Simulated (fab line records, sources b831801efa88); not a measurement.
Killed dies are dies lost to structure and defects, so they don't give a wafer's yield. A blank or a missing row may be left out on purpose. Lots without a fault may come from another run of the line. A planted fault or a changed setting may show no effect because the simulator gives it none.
fab line records | flow gf180mcu | part 2 of 2: steps 29 to 39 of 39
record lots=5 wafers=15 last_day=32
route steps=602 shown VT_IMPLANT@94
lots that met no fault: from a run of the same line without faults
start_h: hours from the record's first day to the start of the lot's first wafer shown | wait_h: hours since the lot's step before | " the same as in the row above | L1.1+2: a row that stands for several wafers | - no value, or no start given | * or withheld: withheld | < > ~ a bound
route shown NAME@n: a module of which the file shows steps, and the number in the route of the first | usual: mean/standard deviation of fault-free wafers | same: alike in all rows | chamber/n: place in a boat | sites: the reading at each site | _std_site: their standard deviation | _edge_site: outer sites' mean less inner sites' | radius_mm: how far each site lies from the wafer's centre | mask NAME#n: copy n | behind: the tool/chamber that last shaped the wafer | hold: why the lot was held/for how many hours/how that ended | device: the transistor (n, p or np) that didn't switch | end of line: the same wafers' tests at the end of the route | a step without rows: its recipe alone | killed: dies lost to structure and defects at the first sort, not the wafer's yield | map: a wafer's dies, x killed, . not, _ none there
set.NAME: the setting as run; set.NAME@STEP: as run at that earlier step | model.NAME: the simulator's own value behind a step, which no gauge read
lots at some steps of the route; a table a step, a row a wafer
services: from which hour (start_h, from the record's first day; less than 0 if before it) a tool's chamber was out of use, for how many hours, and why
## steps
# step GF_VT_IMPLANT_TW_MEAS_32
# usual VT_IMPLANT_3_TW=270.1/2.6
# columns lot.wafer tool chamber start_h wait_h VT_IMPLANT_3_TW
L075.3 film_metro-01 - 147.71 0.1 267.8
L075.5 " - " " 268.9
L075.6 " - " " 267.9
L077.1 film_metro-03 - 161.18 0.1 272.3
L077.2 " - " " 269.7
L077.3 " - " " 271.2
L081.2 film_metro-03 - 186.08 0.1 267.4
L081.5 " - " " 268.1
L081.6 " - " " 269.1
L082.1 film_metro-02 - 193.69 0.1 271.9
L082.2 " - " " 272.1
L082.4 " - " " 270.6
L087.2 film_metro-03 - 224.90 0.1 268.9
L087.4 " - " " 269.0
L087.6 " - " " 268.8
# step GF_VT_IMPLANT_DEHYDRATE_33
# recipe temp_c=200 time_s=60
# columns lot.wafer tool chamber start_h wait_h
L075.3+5+6 litho_track-03 0 155.01 7.3
L077.1+2+3 litho_track-03 0 168.61 7.4
L081.2+5+6 litho_track-04 0 193.86 7.8
L082.1+2+4 litho_track-04 0 202.09 8.4
L087.2+4+6 litho_track-03 0 232.98 8.1
# step GF_VT_IMPLANT_HMDS_34
# recipe prime_time_s=60 prime_temp_c=120
# columns lot.wafer tool chamber start_h wait_h
L075.3+5+6 litho_track-03 0 155.16 0.1
L077.1+2+3 litho_track-03 0 168.76 0.1
L081.2+5+6 litho_track-04 0 194.01 0.1
L082.1+2+4 litho_track-04 0 202.24 0.1
L087.2+4+6 litho_track-03 0 233.13 0.1
# step GF_VT_IMPLANT_COAT_35
# recipe resist=NOVOLAK spin_rpm=3000 resist_thk_nm=1000
# columns lot.wafer tool chamber start_h wait_h
L075.3+5+6 litho_track-03 0 155.31 0.1
L077.1+2+3 litho_track-03 0 168.91 0.1
L081.2+5+6 litho_track-04 0 194.16 0.1
L082.1+2+4 litho_track-04 0 202.39 0.1
L087.2+4+6 litho_track-03 0 233.28 0.1
# step GF_VT_IMPLANT_SOFTBAKE_36
# recipe temp_c=90 time_s=60 resist=NOVOLAK
# columns lot.wafer tool chamber start_h wait_h
L075.3+5+6 litho_track-03 0 155.46 0.1
L077.1+2+3 litho_track-03 0 169.06 0.1
L081.2+5+6 litho_track-04 0 194.31 0.1
L082.1+2+4 litho_track-04 0 202.54 0.1
L087.2+4+6 litho_track-03 0 233.43 0.1
# step GF_VT_IMPLANT_EXPOSE_37
# recipe mask_id=Nwell_HV_AREA target_cd_nm=860 na=0.6 source_shape=conventional sigma_outer=0.6 dose_mj=140
# usual focus_offset_nm=0.0/0.47
# same sigma_outer=0.6
# columns lot.wafer tool chamber start_h wait_h mask focus_offset_nm
L075.3 iline_stepper-01 0 - - Nwell_HV_AREA#0 0.4
L075.5 " 0 " " Nwell_HV_AREA#0 -1.2
L075.6 " 0 " " Nwell_HV_AREA#0 -0.4
L077.1 iline_stepper-02 0 - - Nwell_HV_AREA#0 -0.4
L077.2 " 0 " " Nwell_HV_AREA#0 -1.0
L077.3 " 0 " " Nwell_HV_AREA#0 0.0
L081.2 iline_stepper-02 0 - - Nwell_HV_AREA#0 0.1
L081.5 " 0 " " Nwell_HV_AREA#0 0.3
L081.6 " 0 " " Nwell_HV_AREA#0 0.2
L082.1 iline_stepper-02 0 - - Nwell_HV_AREA#0 0.2
L082.2 " 0 " " Nwell_HV_AREA#0 0.9
L082.4 " 0 " " Nwell_HV_AREA#0 -0.1
L087.2 iline_stepper-01 0 - - Nwell_HV_AREA#0 0.3
L087.4 " 0 " " Nwell_HV_AREA#0 0.9
L087.6 " 0 " " Nwell_HV_AREA#0 0.0
# step GF_VT_IMPLANT_PEB_38
# recipe temp_c=withheld time_s=* resist=NOVOLAK
# columns lot.wafer tool chamber start_h wait_h
L075.3+5+6 litho_track-01 0 - -
L077.1+2+3 litho_track-04 0 - -
L081.2+5+6 litho_track-04 0 - -
L082.1+2+4 litho_track-03 0 - -
L087.2+4+6 litho_track-01 0 - -
# step GF_VT_IMPLANT_DEVELOP_39
# recipe develop_time_s=60 dev_temp_c=23
# columns lot.wafer tool chamber start_h wait_h
L075.3+5+6 litho_track-01 0 163.44 0.1
L077.1+2+3 litho_track-04 0 177.04 0.1
L081.2+5+6 litho_track-04 0 202.86 0.1
L082.1+2+4 litho_track-03 0 210.85 0.1
L087.2+4+6 litho_track-01 0 241.91 0.1
# step GF_VT_IMPLANT_OVL_MEAS_40
# usual VT_IMPLANT_03_OVL=-0.3/1.6
# columns lot.wafer tool chamber start_h wait_h VT_IMPLANT_03_OVL[nm]
L075.3 overlay-02 - 163.55 0.1 1.0
L075.5 " - " " 1.9
L075.6 " - " " 1.6
L077.1 overlay-01 - 177.19 0.1 -2.4
L077.2 " - " " 0.4
L077.3 " - " " -2.4
L081.2 overlay-02 - 202.99 0.1 -0.5
L081.5 " - " " -0.2
L081.6 " - " " 0.5
L082.1 overlay-02 - 211.00 0.1 -1.5
L082.2 " - " " -0.3
L082.4 " - " " -0.8
L087.2 overlay-02 - 242.04 0.1 1.2
L087.4 " - " " 1.4
L087.6 " - " " -0.8
# step GF_VT_IMPLANT_IMPLANT_41
# recipe species=As energy_kev=70 dose_cm2=1.013e+12 tilt_deg=7
# usual beam_on_s=10.03/0.2 end_station_pressure_torr=5.03e-06/2.6e-07 tilt_deg=7.002/0.023
# same implant_ion_amu=75
# columns lot.wafer tool chamber start_h wait_h beam_on_s end_station_pressure_torr tilt_deg
L075.3 implanter-01 0 163.63 0.1 9.71 5.25e-06 6.955
L075.5 " 0 " " 10.14 4.86e-06 6.962
L075.6 " 0 " " 9.96 4.93e-06 6.981
L077.1 implanter-04 0 177.22 0.0 9.89 4.99e-06 7.009
L077.2 " 0 " " 10.30 4.76e-06 7.018
L077.3 " 0 " " 9.90 4.97e-06 6.989
L081.2 implanter-02 0 203.05 0.0 10.02 5.4e-06 6.987
L081.5 " 0 " " 10.30 4.62e-06 7.004
L081.6 " 0 " " 9.90 4.97e-06 6.997
L082.1 implanter-01 0 211.04 0.0 9.92 5.12e-06 7.002
L082.2 " 0 " " 10.13 4.99e-06 7.010
L082.4 " 0 " " 10.27 4.8e-06 6.991
L087.2 implanter-02 0 242.10 0.0 10.06 5.34e-06 7.014
L087.4 " 0 " " 9.91 5.19e-06 6.998
L087.6 " 0 " " 9.90 5.41e-06 7.028
# step GF_VT_IMPLANT_STRIP_42
# recipe chemistry=O2/N2 power_w=1400 pressure_mtorr=1500 platen_temp_c=250 o2_flow_sccm=3000 n2_flow_sccm=300 overash_fraction=0.5
# usual drypump_motor_current_A=5.89/0.22 heater_power_w=322/40 oes_product_au=0.716/0.0045 strip_time_to_endpoint_s=12.61/0.033
# columns lot.wafer tool chamber start_h wait_h drypump_motor_current_A heater_power_w oes_product_au rf_hours_counter_h strip_time_to_endpoint_s
L075.3 plasma_asher-01 1 163.76 0.1 5.50 368 0.724 - 12.60
L075.5 " 1 " " 5.50 350 0.714 - 12.66
L075.6 " 0 " " 6.05 381 0.720 - 12.62
L077.1 plasma_asher-03 0 177.37 0.1 5.69 331 0.715 53 12.62
L077.2 " 1 " " 5.90 343 0.721 53 12.59
L077.3 " 0 " " 5.69 322 0.710 - 12.59
L081.2 plasma_asher-02 0 203.17 0.1 6.16 341 0.711 10 12.69
L081.5 " 1 " " 5.86 250 0.712 - 12.68
L081.6 " 0 " " 6.16 319 0.714 - 12.64
L082.1 plasma_asher-02 1 211.19 0.1 5.83 254 0.716 12 12.61
L082.2 " 0 " " 6.18 324 0.721 12 12.62
L082.4 " 1 " " 5.84 253 0.718 - 12.63
L087.2 plasma_asher-03 0 242.22 0.1 5.68 336 0.724 62 12.61
L087.4 " 0 " " 5.68 330 0.721 - 12.59
L087.6 " 0 " " 5.66 331 0.720 - 12.58
## services
# columns tool chamber start_h hours kind
implanter-04 - 101.63 1.9 repair
implanter-02 - 101.80 1.8 repair
implanter-04 - 104.27 2.7 pm
iline_stepper-01 - 107.34 3.9 repair
plasma_asher-02 - 108.75 9.0 pm
plasma_asher-02 0 108.75 9.0 vent_cycle
plasma_asher-02 1 108.75 9.0 vent_cycle
plasma_asher-02 0 117.75 - clean
plasma_asher-02 1 117.75 - clean
iline_stepper-01 0 143.36 - calibration
iline_stepper-02 0 147.85 - calibration
plasma_asher-01 - 166.36 85.3 repair
iline_stepper-01 - 166.81 4.3 pm
implanter-01 - 166.84 0.6 repair
implanter-02 - 169.90 1.9 repair
iline_stepper-02 - 178.26 2.6 repair
iline_stepper-01 - 189.05 1.7 pm
plasma_asher-01 - 222.21 7.5 repair
iline_stepper-01 - 228.94 0.9 repair
